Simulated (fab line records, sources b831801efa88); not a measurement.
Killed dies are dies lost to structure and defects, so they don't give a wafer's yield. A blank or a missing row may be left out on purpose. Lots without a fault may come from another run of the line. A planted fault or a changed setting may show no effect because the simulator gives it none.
Chamber matching | flow sky130 | SKY_VIA1_CMP_24 on cmp-01: 4 sister chambers
The step polishes, stops on SiO2, t overpolish 15 s, target thk 0 nm. 4 wafers are shown with their chamber, then 12 later ones without.

WAFERS WITH THEIR CHAMBER
wafer  | chamber | motor_current_A (A)
L088.2 | 3       | 8.9
L088.4 | 1       | 9.6
L089.1 | 0       | 11.4
L089.5 | 2       | 10.8

WAFERS WITHOUT THEIR CHAMBER
wafer  | motor_current_A (A)
L090.2 | 10.9
L090.4 | 9.0
L090.5 | 8.5
L092.1 | 10.0
L092.3 | 12.1
L092.4 | 10.8
L094.1 | 10.8
L094.5 | 11.2
L094.6 | 10.3
L096.1 | 12.0
L096.5 | 8.8
L096.6 | 11.5

WHICH CHAMBER EACH WENT THROUGH
wafer  | from the rows above          | in truth
L090.2 | can't be placed: 2 or 0      | 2
L090.4 | can't be placed: 3 or 1      | 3
L090.5 | can't be placed: 3 or 1      | 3
L092.1 | can't be placed: 1 or 2 or 3 | 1
L092.3 | can't be placed: 0 or 2      | 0
L092.4 | can't be placed: 2 or 0      | 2
L094.1 | can't be placed: 2 or 0      | 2
L094.5 | can't be placed: 0 or 2      | 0
L094.6 | can't be placed: 2 or 1 or 0 | 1
L096.1 | can't be placed: 0 or 2      | 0
L096.5 | can't be placed: 3 or 1      | 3
L096.6 | can't be placed: 0 or 2      | 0
Placed correctly: 0 of 12. Can't be placed from these rows: 12 (the true chamber is among the candidates in 12). Placed wrongly: 0.
How it was worked out, from the rows above alone: a wafer's distance from a chamber is the root of the sum, over the readings, of the square of ((its reading less the chamber's mean) divided by the reading's scatter). The wafer belongs to the nearest chamber; if the next one is less than 2 further off, it can't be placed. A chamber's mean is the mean of its shown wafers. The scatter: with one shown wafer a chamber, the root of the mean of the squares of how far each hidden wafer lies from its nearest shown one.
